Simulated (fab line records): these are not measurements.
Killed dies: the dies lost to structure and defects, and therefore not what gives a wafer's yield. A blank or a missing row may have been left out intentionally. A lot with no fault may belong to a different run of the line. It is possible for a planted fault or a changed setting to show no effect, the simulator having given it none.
Which tool was responsible?	flow sky130	Sampling: 6 lots, 17 wafers, 2 of 708 route steps

== WHAT EACH GAUGE READ, for each wafer ==
SKY_LI_CONTACT_RS_MEAS_22: measurement is done with a four-point probe.
lot	measured	on	LI_CONTACT_W_RS (ohm/sq)
L499	day 29 09:19	film_metro-03	0.2857 0.2839 0.2863
L501	day 29 19:21	film_metro-03	0.2825 0.2866 0.2863
L504	day 31 08:34	film_metro-02	0.2856 0.2845 0.2815
L506	day 31 19:42	film_metro-04	0.2840 0.2827 0.2819
L509	day 32 23:56	film_metro-04	0.2860 0.2817 0.2831
L516	day 35 07:04	film_metro-03	0.2094 0.2114

== WHAT TOOL EACH LOT RAN ON (gives the tool, then ch and the chambers of the sampled wafers, and finally the start) ==
lot	SKY_LI_CONTACT_CVD_21
L499	cvd_w-02 ch 0,1, day 29 09:10
L501	cvd_w-02 ch 0, day 29 19:13
L504	cvd_w-02 ch 0,1, day 31 08:26
L506	cvd_w-02 ch 0,1, day 31 19:34
L509	cvd_w-01 ch 1, day 32 23:47
L516	cvd_w-02 ch 0, day 35 06:55
- SKY_LI_CONTACT_CVD_21: deposits W, target thk 400 nm, time 120.56 s.

== THE ANSWER, worked out from the rows above alone ==
Rule: what is usual is taken from the lots themselves. Put in order of their means at a reading, lots are off if they are a third of the lots or fewer, leave a main group of 4 or more, and stand apart from it by a gap of 3 or more times the standard deviation of the main group's means; of several such gaps the widest counts. If all means in a main group match to the digits the tables above print for the reading, that group is not used. A lot without any number at a reading at which 4 lots or more have one is off too. The other lots that the step has rows for count as sound.
Off: at SKY_LI_CONTACT_RS_MEAS_22 (LI_CONTACT_W_RS), L516. The main group has a mean of 0.2842 ohm/sq with a standard deviation of 0.00093.
If a tool, at a process step before that reading, ran all the lots that are off and no sound lot after the first of them, it fits. The gauges at SKY_LI_CONTACT_RS_MEAS_22 are tried like those tools. Undecided on this evidence; 2 tools fit (cvd_w-02 at SKY_LI_CONTACT_CVD_21, film_metro-03 at SKY_LI_CONTACT_RS_MEAS_22).

== WHAT THE SIMULATOR PUT IN ==
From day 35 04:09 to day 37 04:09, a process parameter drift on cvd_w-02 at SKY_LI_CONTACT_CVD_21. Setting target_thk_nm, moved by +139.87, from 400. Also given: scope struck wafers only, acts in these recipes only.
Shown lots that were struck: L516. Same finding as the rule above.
